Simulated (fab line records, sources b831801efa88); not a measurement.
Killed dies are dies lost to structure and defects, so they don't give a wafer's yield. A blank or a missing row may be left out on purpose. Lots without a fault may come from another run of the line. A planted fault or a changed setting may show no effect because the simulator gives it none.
Which tool did it? | flow gf180mcu | 12 lots, 36 wafers sampled, at 5 steps of a route of 602

WHAT THE GAUGES READ, wafer by wafer
GF_NSD_OVL_MEAS_08.
lot  | measured     | on         | NSD_OVL (nm)
L955 | day 13 23:15 | overlay-02 | -0.7 2.3 -0.5
L957 | day 14 05:12 | overlay-02 | -0.1 -1.4 -0.2
L958 | day 14 13:30 | overlay-02 | -1.9 -2.3 -2.6
L960 | day 15 00:46 | overlay-02 | -0.1 -2.2 -0.3
L965 | day 16 15:07 | overlay-02 | -2.0 -1.6 -2.0
L967 | day 16 23:37 | overlay-02 | -1.4 0.5 -2.0
L972 | day 19 22:01 | overlay-01 | -1.3 -1.1 0.5
L973 | day 20 09:03 | overlay-01 | -1.8 -0.9 -0.4
L974 | day 20 10:00 | overlay-02 | -0.4 -3.3 -0.9
L976 | day 20 23:28 | overlay-01 | 1.6 -2.1 -0.4
L975 | day 21 06:16 | overlay-01 | 1.1 0.4 -0.5
L978 | day 21 20:01 | overlay-01 | -1.1 -0.6 -2.7

GF_SALICIDE_RS_MEAS_04: measures by four-point-probe.
lot  | measured     | on            | SALICIDE_TIN_RS (ohm/sq)
L955 | day 15 17:53 | film_metro-04 | 16.6 17.1 17.0
L957 | day 16 00:42 | film_metro-04 | 16.1 16.2 16.1
L958 | day 16 09:21 | film_metro-04 | 16.6 16.1 16.1
L960 | day 16 21:59 | film_metro-01 | 16.7 16.8 16.5
L965 | day 18 14:23 | film_metro-01 | 14.6 16.7 16.6
L967 | day 18 23:05 | film_metro-04 | 14.6 16.1 16.1
L972 | day 21 23:34 | film_metro-03 | 16.7 16.5 16.6
L973 | day 22 10:22 | film_metro-01 | 16.6 16.6 16.3
L974 | day 22 10:42 | film_metro-01 | 16.1 16.0 16.1
L976 | day 22 23:20 | film_metro-04 | 15.8 16.0 16.2
L975 | day 23 06:00 | film_metro-03 | 16.1 16.1 15.8
L978 | day 23 19:04 | film_metro-04 | 16.9 16.8 16.7

GF_SALICIDE_THK_MEAS_05: measures by xrf.
lot  | measured     | on            | SALICIDE_TIN_THK (nm)
L955 | day 15 18:00 | film_metro-04 | 20.32 20.27 20.35
L957 | day 16 00:49 | film_metro-04 | 20.20 20.05 20.23
L958 | day 16 09:28 | film_metro-04 | 20.06 20.04 20.28
L960 | day 16 22:05 | film_metro-01 | 20.27 20.16 20.27
L965 | day 18 14:29 | film_metro-01 | 27.44 19.86 19.91
L967 | day 18 23:11 | film_metro-04 | 27.52 20.15 20.18
L972 | day 21 23:40 | film_metro-03 | 20.24 20.13 20.30
L973 | day 22 10:29 | film_metro-01 | 20.13 20.05 20.01
L974 | day 22 10:49 | film_metro-01 | 19.96 19.91 19.57
L976 | day 22 23:27 | film_metro-04 | 20.62 20.28 20.19
L975 | day 23 06:07 | film_metro-03 | 20.27 20.10 20.44
L978 | day 23 19:11 | film_metro-04 | 20.38 20.18 20.29

WHICH TOOL RAN EACH LOT (tool, then ch and the chambers of the sampled wafers, then the start)
lot  | GF_HV_LDD_ETCHBACK_58              | GF_SALICIDE_SPUTTER_03
L955 | rie_diel-01 ch 2,3, day 13 02:36   | pvd_sputter-03, day 15 17:51
L957 | rie_diel-01 ch 1,2,3, day 13 09:16 | pvd_sputter-01, day 16 00:40
L958 | rie_diel-04 ch 0,2,3, day 13 17:20 | pvd_sputter-03, day 16 09:19
L960 | rie_diel-01 ch 0,2,3, day 14 03:53 | pvd_sputter-04, day 16 21:56
L965 | rie_diel-04 ch 0,2,3, day 15 17:25 | pvd_sputter-03, day 18 14:20
L967 | rie_diel-04 ch 1,2,3, day 16 01:37 | pvd_sputter-03, day 18 23:02
L972 | rie_diel-04 ch 0,1, day 18 22:52   | pvd_sputter-04, day 21 23:30
L973 | rie_diel-03 ch 1,2,3, day 19 08:31 | pvd_sputter-04, day 22 10:20
L974 | rie_diel-03 ch 0,1,2, day 19 10:04 | pvd_sputter-03, day 22 10:40
L976 | rie_diel-03 ch 2,3, day 19 23:37   | pvd_sputter-03, day 22 23:18
L975 | rie_diel-03 ch 1,2,3, day 20 06:11 | pvd_sputter-01, day 23 05:57
L978 | rie_diel-01 ch 2,3, day 20 20:23   | pvd_sputter-04, day 23 19:02
- GF_HV_LDD_ETCHBACK_58: etches Si3N4 in CH3F/O2, stops on SiO2, time 100 s, target depth 90 nm.
- GF_SALICIDE_SPUTTER_03: material TiN, target thk 20 nm, time 16.7 s.

WHAT THE TOOLS THEMSELVES READ (means of the sampled wafers that have a number; where no wafer has one, the mark that the record gives instead)
GF_HV_LDD_ETCHBACK_58.
lot  | tool        | chamber_pressure_mTorr (mTorr) | drypump_motor_current_A (A) | oes_product_au (a.u.) | throttle_valve_pct (%)
L955 | rie_diel-01 | 25.006                         | 5.3                         | 0.841                 | 10.556
L957 | rie_diel-01 | 24.968                         | 5.6                         | 0.843                 | 10.573
L958 | rie_diel-04 | 24.997                         | 6.0                         | 0.849                 | 10.560
L960 | rie_diel-01 | 24.987                         | 5.3                         | 0.836                 | 10.559
L965 | rie_diel-04 | 25.008                         | 6.0                         | 0.837                 | 10.566
L967 | rie_diel-04 | 24.989                         | 5.8                         | 0.837                 | 10.565
L972 | rie_diel-04 | 25.012                         | 5.8                         | 0.847                 | 10.560
L973 | rie_diel-03 | 24.997                         | 5.7                         | 0.846                 | 10.566
L974 | rie_diel-03 | 24.977                         | 5.6                         | 0.841                 | 10.564
L976 | rie_diel-03 | 25.004                         | 5.2                         | 0.843                 | 10.564
L975 | rie_diel-03 | 24.982                         | 5.7                         | 0.842                 | 10.560
L978 | rie_diel-01 | 24.988                         | 5.1                         | 0.841                 | 10.561

GF_SALICIDE_SPUTTER_03.
lot  | tool           | cathode_dc_power_W (W) | chamber_pressure_pa (Pa) | throttle_valve_pct (%)
L955 | pvd_sputter-03 | 6499.0                 | 0.4023                   | 28.2
L957 | pvd_sputter-01 | 6500.0                 | 0.3998                   | 31.0
L958 | pvd_sputter-03 | 6499.6                 | 0.3994                   | 29.6
L960 | pvd_sputter-04 | 6498.5                 | 0.4007                   | 29.2
L965 | pvd_sputter-03 | 7294.6                 | 0.4007                   | 29.3
L967 | pvd_sputter-03 | 7296.0                 | 0.3997                   | 29.5
L972 | pvd_sputter-04 | 6500.5                 | 0.3995                   | 29.6
L973 | pvd_sputter-04 | 6499.3                 | 0.4003                   | 29.8
L974 | pvd_sputter-03 | 6499.5                 | 0.4005                   | 29.0
L976 | pvd_sputter-03 | 6498.7                 | 0.3996                   | 29.5
L975 | pvd_sputter-01 | 6500.0                 | 0.3995                   | 32.2
L978 | pvd_sputter-04 | 6499.7                 | 0.4000                   | 29.0

THE ANSWER, worked out from the rows above alone
Rule: what is usual is taken from the lots themselves. Put in order of their means at a reading, lots are off if they are a third of the lots or fewer, leave a main group of 4 or more, and stand apart from it by a gap of 3 or more times the standard deviation of the main group's means; of several such gaps the widest counts. A main group whose means are all the same, to the digits that the tables above print for the reading, isn't used. A lot without any number at a reading at which 4 lots or more have one is off too. The other lots that the step has rows for count as sound. The gauges are gone through in route order, then the tools' own readings, and for those a lot's mean is taken as printed above. The first step at which some lot is off is used, and at that step the reading that is off furthest; a lot without a number counts as furthest.
Off: L965, L967, at GF_SALICIDE_THK_MEAS_05 (SALICIDE_TIN_THK). The main group: mean 20.18 nm, standard deviation 0.15.
A tool fits if, at a process step before that reading, it ran every lot that is off, and no sound lot after the first of them. The gauges at GF_SALICIDE_THK_MEAS_05 aren't tried: what is off there is off at GF_SALICIDE_SPUTTER_03 too, on other tools, and a gauge's error can't cause that. None of those tried fits.

WHAT THE SIMULATOR HAD PUT IN
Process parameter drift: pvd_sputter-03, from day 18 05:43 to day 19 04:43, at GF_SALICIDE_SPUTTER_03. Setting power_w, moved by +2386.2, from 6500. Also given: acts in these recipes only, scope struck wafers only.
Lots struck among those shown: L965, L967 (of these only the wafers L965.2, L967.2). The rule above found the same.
